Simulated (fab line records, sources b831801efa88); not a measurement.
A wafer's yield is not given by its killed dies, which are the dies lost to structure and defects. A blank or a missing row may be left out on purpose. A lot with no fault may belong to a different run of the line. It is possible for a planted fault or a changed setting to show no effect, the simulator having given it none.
Struck lot and sound lot, side by side || flow sky130 || 15 out of 708 route steps
Sound: the wafers L141.1, L141.3, L141.5. Struck: wafer L157.2 (L157.1, L157.4, from the same lot, were not struck and are left out); the cause is given at the end.
Each step with rows lists, per side, the tool, then ch with its chambers, then its first start. Under that, the readings that differ: sound wafers || struck wafers || difference of the means || sigmas: that difference in standard deviations of wafers without a fault.
alike: readings whose means differ by less than 2 such deviations, and words and numbers that are the same on both sides. not compared: withheld readings, readings that some wafer has no value for, bounds like >300 that may hide the same value, and numbers for which the record gives no deviation and whose values overlap.
A row with sigmas, a row that says differs or no value, or rows on one side alone: a step with any of these is where the two part. Numbers that don't overlap but have no deviation are shown without sigmas and don't part them. Lack of a reading on every wafer of one side parts them only where that side has two or more wafers.

first, 8 steps without rows for these wafers: SKY_LOCAL_INTERCONNECT_DEHYDRATE_03 (time 60 s); SKY_LOCAL_INTERCONNECT_HMDS_04 (prime time 60 s); SKY_LOCAL_INTERCONNECT_COAT_05 (resist thk 60 nm); SKY_LOCAL_INTERCONNECT_COAT_06 (resist thk 450 nm); SKY_LOCAL_INTERCONNECT_SOFTBAKE_07 (time 90 s); SKY_LOCAL_INTERCONNECT_EXPOSE_08 (exposes mask LI1M, target cd 170 nm); SKY_LOCAL_INTERCONNECT_PEB_09; SKY_LOCAL_INTERCONNECT_DEVELOP_10 (develop time 60 s).
SKY_LOCAL_INTERCONNECT_CD_MEAS_11 targets a cd of 170 nm.
  sound: cd sem-01 at day 32 06:27; struck: cd sem-01 at day 37 02:52
  alike: cd nm
SKY_LOCAL_INTERCONNECT_OVL_MEAS_12:
  sound: overlay-02 at day 32 06:34; struck: overlay-01 at day 37 02:59
  alike: LOCAL_INTERCONNECT_OVL
SKY_LOCAL_INTERCONNECT_ETCH_13: etches BARC in N2/H2, stops on SiO2, time 45.9 s, target depth 60 nm.
  sound on rie metal-01 ch 0,1, day 32 06:37; struck on rie metal-02 ch 1, day 37 03:01
  alike: drypump motor current A, oes product au, throttle valve pct
  not compared: rf hours counter h
SKY_LOCAL_INTERCONNECT_METAL_ETCH_14: etches TiN in Cl2/BCl3, stops on PSG, target depth 110 nm, time 31.4 s.
  sound on rie metal-01 ch 0,1, day 32 06:40; struck on rie metal-02 ch 1, day 37 03:05
  alike: drypump motor current A, oes product au, throttle valve pct
  not compared: rf hours counter h
SKY_LOCAL_INTERCONNECT_STRIP_15: strips in O2/N2.
  sound on plasma asher-03 ch 0,1, day 32 06:44; struck on plasma asher-04 ch 1, day 37 03:08
{"reading": "chamber pressure mTorr (mTorr)", "sound": "1497.3 1499.9 1500.6", "struck": 1199.2, "difference": -300.1, "sigmas": "-99 or more"}
{"reading": "strip time to endpoint s (s)", "sound": "4.716 4.718 4.744", "struck": 5.090, "difference": "+0.364", "sigmas": "+14"}
  alike: drypump motor current A, oes product au
  not compared: rf hours counter h
then, 1 step without rows for these wafers: SKY_LOCAL_INTERCONNECT_STRIP_16 (strips in post etch residue remover, time 1200 s).
SKY_PAD_OPEN_PROBE_99:
  the record has rows for the sound wafers here (prober-01, day 47 03:45) and none for the struck ones

== WHERE THEY PART ==
Last at SKY_PAD_OPEN_PROBE_99 as far as this record goes, first at SKY_LOCAL_INTERCONNECT_STRIP_15.

WHY: what had been put in by the simulator
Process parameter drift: plasma asher-04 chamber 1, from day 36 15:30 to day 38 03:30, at SKY_LOCAL_INTERCONNECT_STRIP_15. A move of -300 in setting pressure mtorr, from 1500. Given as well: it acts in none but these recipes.
